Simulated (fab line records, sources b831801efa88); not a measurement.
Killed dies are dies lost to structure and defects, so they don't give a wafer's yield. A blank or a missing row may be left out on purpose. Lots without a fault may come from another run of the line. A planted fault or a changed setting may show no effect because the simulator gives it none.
Chamber matching | flow gf180mcu | GF_V1_CMP_26 on cmp-01: 4 sister chambers
The step polishes, stops on SiO2, t overpolish 15 s, target thk 0 nm. 8 wafers are shown with their chamber, then 7 later ones without.

WAFERS WITH THEIR CHAMBER
wafer  | chamber | motor_current_A (A) | overpolish_run_s (s)
L950.5 | 0       | 10.8                | 15.004
L955.4 | 3       | 11.3                | 15.000
L961.4 | 2       | 11.9                | 14.992
L961.5 | 0       | 11.1                | 14.986
L964.2 | 2       | 12.1                | 15.007
L964.6 | 1       | 10.5                | 14.997
L965.2 | 3       | 11.2                | 15.003
L965.4 | 1       | 10.7                | 15.005

WAFERS WITHOUT THEIR CHAMBER
wafer  | motor_current_A (A) | overpolish_run_s (s)
L965.6 | 11.9                | 14.995
L966.1 | 11.2                | 15.005
L966.3 | 11.8                | 15.005
L966.6 | 10.7                | 14.995
L970.2 | 11.1                | 15.002
L970.3 | 10.0                | 14.995
L970.6 | 11.5                | 15.002

WHICH CHAMBER EACH WENT THROUGH
wafer  | from the rows above     | in truth
L965.6 | 2                       | 2
L966.1 | can't be placed: 3 or 0 | 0
L966.3 | 2                       | 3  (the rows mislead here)
L966.6 | can't be placed: 1 or 0 | 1
L970.2 | can't be placed: 3 or 0 | 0
L970.3 | 1                       | 1
L970.6 | can't be placed: 3 or 2 | 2
Placed correctly: 2 of 7. Can't be placed from these rows: 4 (the true chamber is among the candidates in 4). Placed wrongly: 1.
How it was worked out, from the rows above alone: a wafer's distance from a chamber is the root of the sum, over the readings, of the square of ((its reading less the chamber's mean) divided by the reading's scatter). The wafer belongs to the nearest chamber; if the next one is less than 2 further off, it can't be placed. A chamber's mean is the mean of its shown wafers. The scatter: the root of (the sum of the squares of (reading less its chamber's mean) over the shown wafers, divided by (wafers less chambers)).
